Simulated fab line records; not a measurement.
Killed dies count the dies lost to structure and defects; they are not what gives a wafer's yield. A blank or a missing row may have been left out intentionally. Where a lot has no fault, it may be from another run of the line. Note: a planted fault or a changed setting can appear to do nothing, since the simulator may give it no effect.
Code-filled problem report in 8D (eight disciplines) form :: flow sfq line :: the parts of the form that need people (team, actions taken, sign-off) are left out

1. WHAT WENT WRONG
oes product au at SFQ_TRILAYER_M3_ETCH_METAL_ETCH_078 reads a mean of 0.790 a.u. on 6 wafers of 2 lots; wafers without a fault read 0.894 a.u. with a standard deviation of 0.0078. Measured from the usual mean, that is -13 standard deviations.
The step: etches Nb in Cl2/Ar, stops on SiO2, target depth 240 nm, time 120 s.
Earliest sighting: wafer L271.4 on rie metal-01 at day 36 21:44. Wafers with a number at this step in the record: 18, from 6 lots. Rule for "out", or "out of limits": more than 4 standard deviations from the usual mean. The rest of the wafers with a number are treated as sound.

2. WHAT THIS IS AND IS NOT
question: which readings at this step
is: oes product au
is not: drypump motor current A

question: which lots
is: L271, L273
is not: L267, L282, L283, L284

question: which wafers of those lots
is: all that have a number
is not: -

question: read on which tools
is: rie metal-01
is not: rie metal-02, rie metal-03

question: when
is: from day 36 21:44
is not: up to then (3 sound wafers); but 9 sound wafers of L282, L283, L284 came after

3. THE SUSPECTS, EACH WITH WHAT RULES IT OUT
Counting: a tool at a process step up to the reading stays a suspect if it ran every lot that is out and no sound lot after the first of them.
- rie metal-01 at SFQ_TRILAYER_M3_BARC_OPEN_METAL_ETCH_100 (etches BARC in O2, target depth 125 nm, time 41.7 s): ruled out as a lasting fault. After its first lot that is out, L271 (day 36 21:39), sound lots L284 ran on it.
- rie metal-01 at SFQ_TRILAYER_M3_ETCH_METAL_ETCH_078 (etches Nb in Cl2/Ar, stops on SiO2, target depth 240 nm, time 120 s): ruled out as a lasting fault. After its first lot that is out, L271 (day 36 21:44), sound lots L284 ran on it.
Left after counting: nothing in the record.

4. THE CAUSE (what the simulator had put in)
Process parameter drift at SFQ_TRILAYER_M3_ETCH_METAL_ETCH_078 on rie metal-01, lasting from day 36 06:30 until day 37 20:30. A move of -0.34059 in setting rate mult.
Counting ruled it out, wrongly.

5. THE CHAIN OF EFFECTS, in route order
Rows list readings where the struck wafers' mean (over those with a number) sits beyond 3 standard deviations from the usual. Scope: only readings with a usual standard deviation given in the record; hours: median across lots of the time from each lot's start at the first step in this table that gives one to its start at this step; sigmas: change in usual standard deviations.
hours: 0
step: SFQ_TRILAYER_M3_ETCH_METAL_ETCH_078
reading: oes product au
usual: 0.894 a.u.
on struck wafers: 0.790
change: -0.104
sigmas: -13
Process steps it contains:
- SFQ_TRILAYER_M3_ETCH_METAL_ETCH_078: etches Nb in Cl2/Ar, stops on SiO2, target depth 240 nm, time 120 s.
Later measuring or inspecting steps at which every struck wafer that the step has a row for has a number for every such reading, and none has moved that far: SFQ_I3_BOW_MEAS_922, SFQ_I3_OVL_MEAS_923, SFQ_M4_RS_MEAS_924, SFQ_M4_OVL_MEAS_926, SFQ_M8_BOW_MEAS_951.

6. HOW IT WOULD HAVE BEEN CAUGHT EARLIER
In this record no reading fell out of limits until day 36 21:44, 15 hours after the fault had begun at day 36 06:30.
